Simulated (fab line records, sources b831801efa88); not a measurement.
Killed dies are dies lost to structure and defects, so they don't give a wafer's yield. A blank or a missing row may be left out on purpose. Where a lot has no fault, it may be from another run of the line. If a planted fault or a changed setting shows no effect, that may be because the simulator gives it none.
Which tool is to blame? ; flow gf180mcu ; 13 lots, 39 wafers sampled, at 4 steps of a route of 602

== WHAT THE GAUGES SHOWED, per wafer ==
GF_V3_CD_MEAS_14 targets a cd of 260 nm.
lot;measured;on;cdNm (nm)
L710;day 22 07:56;cdSem-02;258.8 259.3 259.5
L711;day 22 14:49;cdSem-02;260.3 259.4 259.8
L713;day 23 05:36;cdSem-01;262.1 260.2 261.6
L714;day 23 19:15;cdSem-02;259.8 260.3 259.9
L715;day 24 09:19;cdSem-01;261.0 260.5 258.9
L716;day 24 16:52;cdSem-01;260.9 260.0 260.0
L718;day 25 10:07;cdSem-02;258.8 258.7 258.7
L724;day 27 02:19;cdSem-01;235.2 234.7 234.6
L725;day 27 11:55;cdSem-02;234.0 232.9 233.0
L726;day 27 14:35;cdSem-02;258.2 260.7 258.9
L727;day 27 20:27;cdSem-02;260.2 260.1 260.7
L732;day 29 13:36;cdSem-02;258.3 258.8 258.6
L733;day 29 14:07;cdSem-01;258.9 259.4 258.6

== WHICH TOOL RAN EACH LOT (tool, then ch and the chambers of the sampled wafers, then the start) ==
lot;GF_M3_SPUTTER_00;GF_M3_SPUTTER_01;GF_V3_EXPOSE_11
L710;pvdSputter-02, day 20 05:57;pvdSputter-02, day 20 06:03;krfScanner-02 ch 0, day 21 20:07
L711;pvdSputter-01, day 20 13:51;pvdSputter-01, day 20 13:57;krfScanner-01 ch 0, day 22 03:16
L713;pvdSputter-02, day 21 05:55;pvdSputter-02, day 21 06:01;krfScanner-01 ch 0, day 22 18:14
L714;pvdSputter-03, day 21 19:23;pvdSputter-03, day 21 19:29;krfScanner-01 ch 0, day 23 08:15
L715;pvdSputter-01, day 22 10:37;pvdSputter-01, day 22 10:43;krfScanner-01 ch 0, day 23 22:17
L716;pvdSputter-02, day 22 17:55;pvdSputter-02, day 22 18:01;krfScanner-02 ch 0, day 24 06:22
L718;pvdSputter-01, day 23 11:48;pvdSputter-01, day 23 11:54;krfScanner-02 ch 0, day 24 23:28
L724;pvdSputter-03, day 25 07:31;pvdSputter-03, day 25 07:37;krfScanner-02 ch 0, day 26 16:26
L725;pvdSputter-03, day 25 16:59;pvdSputter-03, day 25 17:05;krfScanner-02 ch 0, day 27 01:51
L726;pvdSputter-01, day 25 19:47;pvdSputter-01, day 25 19:53;krfScanner-01 ch 0, day 27 05:17
L727;pvdSputter-02, day 26 02:14;pvdSputter-02, day 26 02:20;krfScanner-01 ch 0, day 27 11:05
L732;pvdSputter-03, day 27 22:17;pvdSputter-03, day 27 22:23;krfScanner-01 ch 0, day 29 04:52
L733;pvdSputter-01, day 27 22:56;pvdSputter-01, day 27 23:02;krfScanner-01 ch 0, day 29 05:20
- GF_M3_SPUTTER_00: material Ti, target thk 37.5 nm, time 150 s.
- GF_M3_SPUTTER_01: material TiN, target thk 30 nm, time 25 s.
- GF_V3_EXPOSE_11: exposes mask Via3, target cd 260 nm.

== AS READ BY THE TOOLS THEMSELVES (means over the sampled wafers that have a number; for cases with no such wafer, the mark the record gives instead) ==
GF_M3_SPUTTER_00.
lot;tool;throttleValvePct (%)
L710;pvdSputter-02;29.7
L711;pvdSputter-01;30.2
L713;pvdSputter-02;28.7
L714;pvdSputter-03;29.4
L715;pvdSputter-01;30.5
L716;pvdSputter-02;29.5
L718;pvdSputter-01;30.5
L724;pvdSputter-03;29.1
L725;pvdSputter-03;29.1
L726;pvdSputter-01;30.4
L727;pvdSputter-02;29.2
L732;pvdSputter-03;29.1
L733;pvdSputter-01;30.7

GF_M3_SPUTTER_01.
lot;tool;throttleValvePct (%)
L710;pvdSputter-02;29.7
L711;pvdSputter-01;30.5
L713;pvdSputter-02;28.6
L714;pvdSputter-03;29.4
L715;pvdSputter-01;30.3
L716;pvdSputter-02;29.5
L718;pvdSputter-01;30.4
L724;pvdSputter-03;29.0
L725;pvdSputter-03;29.0
L726;pvdSputter-01;30.4
L727;pvdSputter-02;29.1
L732;pvdSputter-03;29.2
L733;pvdSputter-01;30.7

GF_V3_EXPOSE_11.
lot;tool;exposureDoseMJCm2
L710;krfScanner-02;37.98
L711;krfScanner-01;37.91
L713;krfScanner-01;37.94
L714;krfScanner-01;37.95
L715;krfScanner-01;37.91
L716;krfScanner-02;37.94
L718;krfScanner-02;38.00
L724;krfScanner-02;32.12
L725;krfScanner-02;32.12
L726;krfScanner-01;37.92
L727;krfScanner-01;37.89
L732;krfScanner-01;37.94
L733;krfScanner-01;37.92

== THE ANSWER, worked out from the rows above alone ==
Rule: the lots themselves supply what counts as usual. Put in order of their means at a reading, lots are off if they are a third of the lots or fewer, leave a main group of 4 or more, and stand apart from it by a gap of 3 or more times the standard deviation of the main group's means; of several such gaps the widest counts. Not used: any main group whose means are identical at the precision the tables above print for the reading. Also off: a lot with no number at a reading for which 4 or more lots have one. Any other lot the step has rows for is counted as sound. After the gauges, taken in route order, come the tools' own readings; for these a lot's mean is taken, as printed above. The first step at which some lot is off is used, and at that step the reading that is off furthest; a lot without a number counts as furthest.
Off, at GF_V3_CD_MEAS_14 on cdNm: L724, L725. Main group: mean 259.7 nm, sd 0.79.
A tool fits if, at a process step before that reading, it ran every lot that is off, and no sound lot after the first of them. The gauges at GF_V3_CD_MEAS_14 aren't tried: what is off there is off at GF_V3_EXPOSE_11 too, on other tools, and a gauge's error can't cause that. One fits: krfScanner-02 at GF_V3_EXPOSE_11. A fault onset in the window from L718 (day 24 23:28, its last sound lot) to L724 (day 26 16:26, its first lot off) fits.
The tool's own readings at GF_V3_EXPOSE_11 bear it out: on the lots that are off they differ by more than 5 times the standard deviation of the sound lots' means. exposureDoseMJCm2 reads 32.12 there against 37.94 on the sound lots.

== WHAT THE SIMULATOR HAD PUT IN ==
Process parameter drift: krfScanner-02, from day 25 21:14 on, at GF_V3_EXPOSE_11. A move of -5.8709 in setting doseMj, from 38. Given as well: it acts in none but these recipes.
Shown lots that were struck: L724, L725. The same result came from the rule above.
